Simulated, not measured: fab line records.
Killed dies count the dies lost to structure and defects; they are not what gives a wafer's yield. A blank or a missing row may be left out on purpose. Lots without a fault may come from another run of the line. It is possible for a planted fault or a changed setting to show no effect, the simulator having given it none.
fab line records -- flow sky130
record: lots: 7, wafers: 21, lastDay: 50
route steps=708 shown SONOS_TUNNEL@156 SONOS_ONO@168 PAD_OPEN@708
lots with no fault: from the same line, run without faults
startH: start of the lot's first displayed wafer, in hours after the record's first day -- waitH: hours from the lot's prior step to this one -- " unchanged from the row above -- L1.1+2: one row covering several wafers at once -- - no value, or no start given -- * or withheld: withheld -- < > ~ a bound
route shown NAME@n: a module of which the file shows steps, and the number in the route of the first -- usual: mean/standard deviation taken from wafers without a fault -- same: alike in all rows -- chamber/n: place in a boat -- sites: readings site by site -- _std_site: standard deviation across them -- _edge_site: inner sites' mean taken away from outer sites' mean -- radiusMm: how far each site lies from the wafer's centre -- mask NAME#n: copy n -- behind: the most recent tool/chamber to have shaped the wafer -- hold: the reason the lot was held/the length of the hold in hours/how it ended -- device: which transistor (n, p or np) failed to switch -- end of line: tests run on the same wafers once the route is complete -- a step with no rows: only its recipe -- killed: dies lost to structure and defects at the first sort, not the wafer's yield -- map: the dies of a wafer, with x for killed, . for not killed, _ for no die there
set.NAME: the setting the step ran with; set.NAME@STEP: the setting that earlier step ran with -- model.NAME: the simulator's own value behind a step, which no gauge read
lots at selected steps of the route; one table per step, one row per wafer
services: when a tool's chamber went out of use (startH, in hours from the record's first day, below 0 if earlier), for how many hours, and the reason
== steps ==
step: SKY_SONOS_TUNNEL_COAT_02
recipe: resist: NOVOLAK, spinRpm: 3000, resistThkNm: 1140
step: SKY_SONOS_TUNNEL_SOFTBAKE_03
recipe: tempC: 90, timeS: 60, resist: NOVOLAK
step: SKY_SONOS_TUNNEL_EXPOSE_04
recipe: maskId: TUNM, na: 0.6, sourceShape: conventional, sigmaOuter: 0.6, polarization: unpolarized, targetCdNm: 410, doseMj: 138.1
step: SKY_SONOS_TUNNEL_PEB_05
recipe: tempC: withheld, timeS: *, resist: NOVOLAK
step: SKY_SONOS_TUNNEL_DEVELOP_06
recipe: resist: NOVOLAK, developer: TMAH, developTimeS: 60, devTempC: 23
step: SKY_SONOS_TUNNEL_CD_MEAS_07
recipe: targetCdNm: 410
usual: cdNm: 409.3/2.4
lot.wafer,tool,chamber,startH,waitH,cdNm
L308.1,cdSem-01,-,253.74,0.1,409.3
L308.4,cdSem-01,-,253.74,0.1,410.6
L308.5,cdSem-01,-,253.74,0.1,410.8
L309.3,cdSem-01,-,264.32,0.1,409.5
L309.4,cdSem-01,-,264.32,0.1,407.8
L309.6,cdSem-01,-,264.32,0.1,408.3
L311.2,cdSem-01,-,280.15,0.1,406.8
L311.3,cdSem-01,-,280.15,0.1,407.7
L311.6,cdSem-01,-,280.15,0.1,406.6
L322.3,cdSem-02,-,367.61,0.1,413.4
L322.4,cdSem-02,-,367.61,0.1,413.8
L322.6,cdSem-02,-,367.61,0.1,411.5
L325.1,cdSem-01,-,385.73,0.1,407.4
L325.3,cdSem-01,-,385.73,0.1,409.3
L325.4,cdSem-01,-,385.73,0.1,406.8
L326.1,cdSem-02,-,397.47,0.1,409.7
L326.2,cdSem-02,-,397.47,0.1,408.5
L326.6,cdSem-02,-,397.47,0.1,409.5
L327.1,cdSem-01,-,409.93,0.1,411.5
L327.3,cdSem-01,-,409.93,0.1,409.4
L327.5,cdSem-01,-,409.93,0.1,410.9
step: SKY_SONOS_TUNNEL_OVL_MEAS_08
usual: SONOS_TUNNEL_OVL: -0.2/1.4
lot.wafer,tool,chamber,startH,waitH,SONOS_TUNNEL_OVL[nm]
L308.1,overlay-02,-,253.86,0.1,0.3
L308.4,overlay-02,-,253.86,0.1,1.7
L308.5,overlay-02,-,253.86,0.1,-0.4
L309.3,overlay-02,-,264.41,0.1,-3.0
L309.4,overlay-02,-,264.41,0.1,-0.8
L309.6,overlay-02,-,264.41,0.1,0.1
L311.2,overlay-02,-,280.26,0.1,0.5
L311.3,overlay-02,-,280.26,0.1,0.5
L311.6,overlay-02,-,280.26,0.1,-0.6
L322.3,overlay-02,-,367.70,0.1,1.3
L322.4,overlay-02,-,367.70,0.1,1.7
L322.6,overlay-02,-,367.70,0.1,2.5
L325.1,overlay-01,-,385.85,0.1,0.7
L325.3,overlay-01,-,385.85,0.1,-0.9
L325.4,overlay-01,-,385.85,0.1,-0.2
L326.1,overlay-02,-,397.59,0.1,-0.9
L326.2,overlay-02,-,397.59,0.1,1.1
L326.6,overlay-02,-,397.59,0.1,0.1
L327.1,overlay-01,-,410.05,0.1,-2.0
L327.3,overlay-01,-,410.05,0.1,-1.6
L327.5,overlay-01,-,410.05,0.1,-1.2
step: SKY_SONOS_TUNNEL_IMPLANT_09
recipe: species: B, energyKev: 20, doseCm2: 1e+12, tiltDeg: withheld
step: SKY_SONOS_TUNNEL_WET_ETCH_10
recipe: chemistry: dHF, targetDepthNm: 14, target: SiO2, dilution: 100:1, tempC: 25, timeS: 280
step: SKY_SONOS_TUNNEL_STRIP_11
recipe: chemistry: SPM, timeS: 600, tempC: 130
step: SKY_SONOS_TUNNEL_TW_MEAS_12
usual: SONOS_TUNNEL_TW: 197.2/1.4
lot.wafer,tool,chamber,startH,waitH,SONOS_TUNNEL_TW
L308.1,filmMetro-02,-,254.34,0.0,197.2
L308.4,filmMetro-02,-,254.34,0.0,196.7
L308.5,filmMetro-02,-,254.34,0.0,198.2
L309.3,filmMetro-02,-,264.87,0.0,196.8
L309.4,filmMetro-02,-,264.87,0.0,196.6
L309.6,filmMetro-02,-,264.87,0.0,196.1
L311.2,filmMetro-02,-,280.71,0.0,196.9
L311.3,filmMetro-02,-,280.71,0.0,197.0
L311.6,filmMetro-02,-,280.71,0.0,195.7
L322.3,filmMetro-02,-,368.16,0.0,199.9
L322.4,filmMetro-02,-,368.16,0.0,198.9
L322.6,filmMetro-02,-,368.16,0.0,198.7
L325.1,filmMetro-04,-,386.38,0.0,198.9
L325.3,filmMetro-04,-,386.38,0.0,199.7
L325.4,filmMetro-04,-,386.38,0.0,199.0
L326.1,filmMetro-03,-,398.04,0.0,194.0
L326.2,filmMetro-03,-,398.04,0.0,195.4
L326.6,filmMetro-03,-,398.04,0.0,195.0
L327.1,filmMetro-03,-,410.50,0.0,196.9
L327.3,filmMetro-03,-,410.50,0.0,195.5
L327.5,filmMetro-03,-,410.50,0.0,195.5
step: SKY_SONOS_TUNNEL_CLEAN_13
recipe: chemistry: dHF, timeS: 20, dilution: 100:1, dry: ipaMarangoni
step: SKY_SONOS_ONO_OXIDATION_00
recipe: tempC: 800, ambient: O2, idleTempC: 700, rampUpCPerMin: 10, rampDownCPerMin: 3, stabiliseS: 600, purgeS: 300, targetThkA: 26, oxTimeS: 1249
usual: spikeTcBottomC: 818.1/1.4, spikeTcCentreC: 800.4/0.99, spikeTcLowerC: 799.0/1.4, spikeTcTopC: 808.9/1.9, spikeTcUpperC: 800.2/1.1, tubeCenterTempC: 800.01/0.07, tube_center_temp_C_max: 802.1/0.34, zonePowerCentrePct: 15.13/0.2
same: purgeS: 300
lot.wafer,tool,chamber,startH,waitH,spikeTcBottomC,spikeTcCentreC,spikeTcLowerC,spikeTcTopC,spikeTcUpperC,tubeCenterTempC,tube_center_temp_C_max,zonePowerCentrePct,model.SiO2_of_SONOS_ONO_OXIDATION_00.thkNm
L308.1,furnace-02,0,257.96,3.5,818.9,801.4,798.7,808.1,800.4,800.07,802.3,15.01,2.53
L308.4,furnace-02,0,257.96,3.5,820.5,799.9,799.1,807.7,799.4,800.08,802.4,15.16,2.549
L308.5,furnace-02,0,257.96,3.5,819.8,801.5,799.8,806.3,801.0,800.12,802.5,15.11,2.588
L309.3,furnace-02,0,266.54,1.6,817.2,800.6,797.4,807.8,800.6,799.99,801.9,15.13,2.614
L309.4,furnace-02,0,266.54,1.6,817.5,800.7,798.3,807.9,799.0,799.93,802.0,14.91,2.638
L309.6,furnace-02,0,266.54,1.6,819.5,802.0,799.6,808.3,798.6,799.96,801.6,14.91,2.615
L311.2,furnace-01,0,283.70,2.9,817.6,797.9,801.9,812.3,802.1,800.04,801.9,15.71,2.522
L311.3,furnace-01,0,283.70,2.9,817.4,800.3,801.4,811.8,801.1,799.95,802.5,15.31,2.492
L311.6,furnace-01,0,283.70,2.9,817.6,798.9,798.7,810.7,801.2,800.02,801.8,15.50,2.53
L322.3,furnace-02,0,368.41,0.2,802.8,782.8,782.2,791.9,782.9,782.57,784.2,14.62,1.984
L322.4,furnace-02,0,368.41,0.2,800.2,782.7,781.1,792.1,781.2,782.63,784.6,14.59,1.989
L322.6,furnace-02,0,368.41,0.2,800.0,783.9,782.4,790.9,781.3,782.61,785.0,14.41,1.99
L325.1,furnace-02,0,386.46,0.0,801.8,782.7,781.3,789.5,780.7,782.5,784.4,14.50,2.015
L325.3,furnace-02,0,386.46,0.0,801.4,782.7,781.9,789.8,780.6,782.5,784.2,14.30,1.965
L325.4,furnace-02,0,386.46,0.0,802.3,783.5,781.7,790.8,779.9,782.58,784.3,14.44,2.053
L326.1,furnace-02,0,398.11,0.0,801.4,783.4,783.3,789.2,783.5,782.63,784.7,14.30,2.055
L326.2,furnace-02,0,398.11,0.0,802.6,782.5,782.1,790.0,783.3,782.58,784.6,14.50,2.101
L326.6,furnace-02,0,398.11,0.0,802.1,783.2,781.1,790.2,781.7,782.65,784.8,14.26,2.031
L327.1,furnace-01,0,412.70,2.1,816.0,799.8,801.5,812.3,799.2,799.85,802.0,15.30,2.578
L327.3,furnace-01,0,412.70,2.1,815.9,801.0,797.6,813.2,800.9,800.02,801.7,15.44,2.55
L327.5,furnace-01,0,412.70,2.1,816.3,799.1,800.1,811.1,800.7,799.79,801.7,15.30,2.579
step: SKY_SONOS_ONO_THK_MEAS_01
recipe: reads: SiO2_of_SONOS_ONO_OXIDATION_00
usual: SONOS_ONO_OXIDATION_THK: 2.59/0.061
lot.wafer,tool,chamber,startH,waitH,SONOS_ONO_OXIDATION_THK[nm]
L308.1,filmMetro-01,-,259.31,0.0,2.48
L308.4,filmMetro-01,-,259.31,0.0,2.56
L308.5,filmMetro-01,-,259.31,0.0,2.56
L309.3,filmMetro-02,-,267.90,0.0,2.64
L309.4,filmMetro-02,-,267.90,0.0,2.65
L309.6,filmMetro-02,-,267.90,0.0,2.62
L311.2,filmMetro-02,-,285.06,0.0,2.45
L311.3,filmMetro-02,-,285.06,0.0,2.46
L311.6,filmMetro-02,-,285.06,0.0,2.57
L322.3,filmMetro-02,-,369.77,0.0,1.95
L322.4,filmMetro-02,-,369.77,0.0,1.98
L322.6,filmMetro-02,-,369.77,0.0,1.94
L325.1,filmMetro-01,-,387.80,0.0,2.07
L325.3,filmMetro-01,-,387.80,0.0,1.97
L325.4,filmMetro-01,-,387.80,0.0,2.02
L326.1,filmMetro-04,-,399.46,0.0,2.07
L326.2,filmMetro-04,-,399.46,0.0,2.12
L326.6,filmMetro-04,-,399.46,0.0,2.00
L327.1,filmMetro-02,-,414.05,0.0,2.57
L327.3,filmMetro-02,-,414.05,0.0,2.51
L327.5,filmMetro-02,-,414.05,0.0,2.57
step: SKY_SONOS_ONO_CVD_02
recipe: material: Si3N4, precursor: DCS/NH3, targetThkNm: 10.5, tempC: 770, timeS: 180, pressureMtorr: 250
step: SKY_PAD_OPEN_PROBE_99
usual: killed_at_M0_to_M3: 43/6.5, killed_at_M4_up: 3.2/1.9, killedAtContacts: 25/5.5, killedAtFrontEnd: 14/4.2, killedAtOther: 0.2/0.44, killedDies: 85/8.5, killedOpen: 47/7, killedShort: 39/6.3
same: grossDies: 492, killedAtBackSide: 0
lot.wafer,tool,chamber,startH,waitH,killed_at_M0_to_M3,killed_at_M4_up,killedAtContacts,killedAtFrontEnd,killedAtOther,killedDies,killedOpen,killedShort,model.etest.sonosErased.driveUaUm,model.etest.sonosUncharged.rOnOhmUm,model.etest.capOno.gateLog10ACm2,model.etest.capOno.gateBvV,model.etest.capOno.toxAccNm,model.etest.sonosErased.vtV,model.etest.sonosBaked.vtLessV,model.etest.sonosBaked.vtV
L308.1,prober-02,-,1082.15,0.1,46,2,26,15,0,89,42,47,210.6,787.3,-7.374,15.82,12.43,-2.437,-0.5283,1.129
L308.4,prober-02,-,1082.30,0.2,40,3,25,21,0,89,41,48,202.1,813.7,-7.46,15.93,12.49,-2.395,-0.5688,1.025
L308.5,prober-02,-,1082.35,0.2,39,2,19,15,0,75,45,30,196,805.3,-7.363,15.85,12.49,-2.396,-0.5461,1.085
L309.3,prober-01,-,1089.29,0.2,35,1,24,10,0,70,38,32,144.4,813.5,-8.055,16.27,12.94,-2.181,-0.5233,0.9176
L309.4,prober-01,-,1089.34,0.2,56,4,21,17,0,98,55,43,188.5,809.3,-8.084,16.31,12.96,-2.228,-0.4593,0.9282
L309.6,prober-01,-,1089.44,0.2,37,1,30,12,2,82,44,38,181.6,823.1,-8.024,16.69,12.95,-2.238,-0.5489,0.9057
L311.2,prober-01,-,1108.70,0.1,43,4,22,7,1,77,36,41,172,800.7,-7.742,16.12,12.75,-2.329,-0.6095,0.9311
L311.3,prober-01,-,1108.75,0.2,46,2,23,8,0,79,40,39,215.9,793.5,-7.442,15.67,12.5,-2.439,-0.5611,1.046
L311.6,prober-01,-,1108.90,0.2,46,2,18,11,0,77,39,38,193.1,797.2,-7.595,15.98,12.66,-2.374,-0.6319,0.9757
L322.3,prober-02,-,1166.37,0.2,36,0,21,15,0,72,42,30,236.4,798.6,-7.025,15.78,12.12,-2.609,-0.7652,0.8646
L322.4,prober-02,-,1166.42,0.2,56,2,23,17,0,98,68,30,276.7,792.1,-6.948,15.78,12.13,-2.651,-0.7174,0.8905
L322.6,prober-02,-,1166.52,0.2,37,2,27,21,0,87,47,40,227.4,783.1,-7.111,15.97,12.27,-2.588,-0.706,0.8441
L325.1,prober-01,-,1179.90,0.1,47,6,20,18,1,92,52,40,221,792.3,-7.101,15.64,12.22,-2.589,-0.7248,0.8685
L325.3,prober-01,-,1180.00,0.2,35,5,18,13,0,71,42,29,249.9,772.3,-7.145,15.95,12.24,-2.615,-0.7671,0.7899
L325.4,prober-01,-,1180.05,0.2,46,1,18,18,0,83,43,40,233.7,783,-7.244,16.2,12.33,-2.572,-0.7413,0.7944
L326.1,prober-02,-,1181.89,0.1,42,8,28,6,0,84,40,44,258.5,794,-6.959,15.41,12.14,-2.635,-0.7748,0.902
L326.2,prober-02,-,1181.94,0.1,46,2,25,18,1,92,51,41,252.3,792.1,-6.998,15.22,12.18,-2.623,-0.7128,0.9223
L326.6,prober-02,-,1182.14,0.2,32,2,32,12,0,78,45,33,184.2,791.1,-7.137,16.09,12.22,-2.535,-0.7208,0.864
L327.1,prober-01,-,1189.80,0.1,52,2,31,15,0,100,57,43,203,814.5,-7.696,16.36,12.71,-2.359,-0.5388,1.064
L327.3,prober-01,-,1189.90,0.2,39,4,31,23,0,97,47,50,211.6,820.5,-7.775,15.59,12.79,-2.35,-0.5341,0.9458
L327.5,prober-01,-,1190.00,0.2,41,0,22,15,0,78,51,27,168,828.1,-7.842,16.16,12.87,-2.261,-0.4962,0.9775
killed by level:class
L308.1 VIA1:geometricParticle:open=10 CONTACT:geometricParticle:short=9 METAL1:geometricParticle:short=7 LOCAL_INTERCONNECT:geometricParticle:short=7 CONTACT:geometricParticle:open=6 METAL2:geometricParticle:short=6 VIA2:geometricParticle:open=6 VIA3:geometricParticle:open=6
L308.4 CONTACT:geometricParticle:open=9 VIA1:geometricParticle:open=9 FIELD_ISO:geometricParticle:short=7 VIA1:geometricParticle:short=7 CONTACT:geometricParticle:short=6 METAL3:geometricParticle:short=6 FIELD_ISO:geometricParticle:open=5 LI_CONTACT:geometricParticle:open=5
L308.5 VIA3:geometricParticle:open=10 LI_CONTACT:geometricParticle:open=7 POLY_GATE:geometricParticle:open=6 VIA2:geometricParticle:open=6 CONTACT:geometricParticle:open=6 METAL2:geometricParticle:short=5 VIA1:geometricParticle:open=4 CONTACT:geometricParticle:short=3
L309.3 VIA1:geometricParticle:open=11 CONTACT:geometricParticle:open=8 LOCAL_INTERCONNECT:geometricParticle:short=6 VIA3:geometricParticle:open=6 POLY_GATE:geometricParticle:short=4 CONTACT:geometricParticle:short=4 VIA1:geometricParticle:short=4 FIELD_ISO:geometricParticle:open=3
L309.4 VIA1:geometricParticle:open=20 METAL1:geometricParticle:short=8 CONTACT:geometricParticle:open=7 VIA3:geometricParticle:open=7 LI_CONTACT:geometricParticle:open=5 POLY_GATE:geometricParticle:short=5 METAL2:geometricParticle:short=5 CONTACT:geometricParticle:short=5
L309.6 CONTACT:geometricParticle:open=12 VIA1:geometricParticle:open=8 LI_CONTACT:geometricParticle:open=7 METAL2:geometricParticle:short=7 METAL1:geometricParticle:short=6 FIELD_ISO:geometricParticle:open=5 LI_CONTACT:geometricParticle:short=4 LOCAL_INTERCONNECT:geometricParticle:short=4
L311.2 CONTACT:geometricParticle:open=9 VIA1:geometricParticle:short=9 VIA1:geometricParticle:open=8 LI_CONTACT:geometricParticle:open=5 CONTACT:geometricParticle:short=5 VIA2:geometricParticle:open=5 METAL1:geometricParticle:short=5 VIA2:geometricParticle:short=4
L311.3 VIA1:geometricParticle:open=10 CONTACT:geometricParticle:open=8 LI_CONTACT:geometricParticle:open=6 METAL1:geometricParticle:short=6 VIA1:geometricParticle:short=6 VIA3:geometricParticle:open=5 CONTACT:geometricParticle:short=5 METAL2:geometricParticle:short=5
L311.6 VIA1:geometricParticle:open=12 METAL1:geometricParticle:short=8 VIA3:geometricParticle:open=6 VIA2:geometricParticle:open=5 LI_CONTACT:geometricParticle:open=5 CONTACT:geometricParticle:open=5 CONTACT:geometricParticle:short=4 VIA1:geometricParticle:short=4
L322.3 CONTACT:geometricParticle:open=13 METAL1:geometricParticle:short=10 VIA1:geometricParticle:open=6 POLY_GATE:geometricParticle:short=5 METAL1:geometricParticle:open=4 VIA2:geometricParticle:open=4 VIA3:geometricParticle:open=4 FIELD_ISO:geometricParticle:open=3
L322.4 VIA3:geometricParticle:open=14 CONTACT:geometricParticle:open=12 VIA2:geometricParticle:open=12 VIA1:geometricParticle:open=10 POLY_GATE:geometricParticle:open=6 LI_CONTACT:geometricParticle:open=6 VIA1:geometricParticle:short=5 POLY_GATE:geometricParticle:short=4
L322.6 CONTACT:geometricParticle:open=12 FIELD_ISO:geometricParticle:open=8 VIA1:geometricParticle:short=8 VIA1:geometricParticle:open=8 LI_CONTACT:geometricParticle:open=6 POLY_GATE:geometricParticle:short=5 METAL2:geometricParticle:short=5 LOCAL_INTERCONNECT:geometricParticle:short=4
L325.1 VIA1:geometricParticle:open=14 LI_CONTACT:geometricParticle:open=10 FIELD_ISO:geometricParticle:short=7 VIA2:geometricParticle:open=7 VIA3:geometricParticle:open=7 LOCAL_INTERCONNECT:geometricParticle:short=5 METAL2:geometricParticle:short=5 METAL1:geometricParticle:short=4
L325.3 CONTACT:geometricParticle:open=11 VIA1:geometricParticle:open=9 FIELD_ISO:geometricParticle:open=5 LOCAL_INTERCONNECT:geometricParticle:short=5 METAL2:geometricParticle:open=4 VIA2:geometricParticle:open=4 VIA3:geometricParticle:open=4 METAL2:geometricParticle:short=3
L325.4 VIA1:geometricParticle:open=12 METAL2:geometricParticle:short=6 FIELD_ISO:geometricParticle:short=5 CONTACT:geometricParticle:open=5 METAL1:geometricParticle:short=5 VIA2:geometricParticle:open=5 VIA3:geometricParticle:open=5 FIELD_ISO:geometricParticle:open=4
L326.1 VIA1:geometricParticle:open=11 CONTACT:geometricParticle:open=7 METAL1:geometricParticle:short=7 LI_CONTACT:geometricParticle:open=6 LOCAL_INTERCONNECT:geometricParticle:short=6 METAL4:geometricParticle:short=6 CONTACT:geometricParticle:short=5 VIA3:geometricParticle:short=4
L326.2 VIA1:geometricParticle:open=12 CONTACT:geometricParticle:open=11 FIELD_ISO:geometricParticle:short=6 METAL1:geometricParticle:short=6 METAL2:geometricParticle:short=6 VIA3:geometricParticle:open=5 METAL3:geometricParticle:short=5 POLY_GATE:geometricParticle:open=4
L326.6 CONTACT:geometricParticle:open=15 VIA1:geometricParticle:open=9 LI_CONTACT:geometricParticle:open=7 CONTACT:geometricParticle:short=6 METAL2:geometricParticle:short=6 VIA2:geometricParticle:short=6 POLY_GATE:geometricParticle:short=3 POLY_CUT:geometricParticle:short=3
L327.1 VIA1:geometricParticle:open=11 CONTACT:geometricParticle:open=10 VIA2:geometricParticle:open=10 LI_CONTACT:geometricParticle:open=8 VIA3:geometricParticle:open=7 CONTACT:geometricParticle:short=6 VIA1:geometricParticle:short=6 POLY_GATE:geometricParticle:short=5
L327.3 VIA1:geometricParticle:open=9 CONTACT:geometricParticle:open=8 METAL1:geometricParticle:short=7 FIELD_ISO:geometricParticle:short=6 LI_CONTACT:geometricParticle:open=6 METAL2:geometricParticle:short=6 POLY_GATE:geometricParticle:open=5 POLY_GATE:geometricParticle:short=5
L327.5 VIA1:geometricParticle:open=14 LI_CONTACT:geometricParticle:open=8 CONTACT:geometricParticle:open=8 FIELD_ISO:geometricParticle:open=7 VIA3:geometricParticle:open=6 FIELD_ISO:geometricParticle:short=4 VIA2:geometricParticle:open=4 POLY_GATE:geometricParticle:short=3
== services ==
tool,chamber,startH,hours,kind
furnace-01,-,238.96,4.2,pm
furnace-02,-,251.04,5.4,repair
furnace-02,-,274.95,2.5,pm
furnace-02,-,337.09,3.3,pm
furnace-01,-,407.25,2.5,pm
== key ==
firstSign: step: SKY_SONOS_ONO_OXIDATION_00, reading: tubeCenterTempC, direction: down, sigmas: 99+, usual: *, struck: *
effect: step: SKY_SONOS_ONO_OXIDATION_00, reading: tube_center_temp_C_max, direction: down, sigmas: 52, usual: *, struck: *
effect: step: SKY_SONOS_ONO_THK_MEAS_01, reading: SONOS_ONO_OXIDATION_THK, direction: down, sigmas: 9.3, usual: 2.59, struck: 2.01
modelEffect: step: SKY_SONOS_ONO_OXIDATION_00, value: SiO2_of_SONOS_ONO_OXIDATION_00.thkNm, without: 2.609, struck: 2.02
modelEffect: step: SKY_PAD_OPEN_PROBE_99, value: etest.sonosErased.driveUaUm, without: 199.7, struck: 237.8
metAt SKY_SONOS_ONO_OXIDATION_00
struckWafers L322.3,L322.4,L322.6,L325.1,L325.3,L325.4,L326.1,L326.2,L326.6
testerLeftOut L322,L325,L326
onsetBetween 266.54 368.41
fault: kind: processParameterDrift, tool: furnace-02, chamber: -, onsetH: 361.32, steps: SKY_SONOS_ONO_OXIDATION_00, channel: tempC, offset: *, shape: step, endH: 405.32, actsIn: *, stated: *
testerLeftOut: of these lots the tester's yield and bins aren't shown, on N5 and GAA mostly nor the transistor test; their killed dies are dies lost to structure and defects alone, not to doping, threshold or leakage, so they don't give the yield
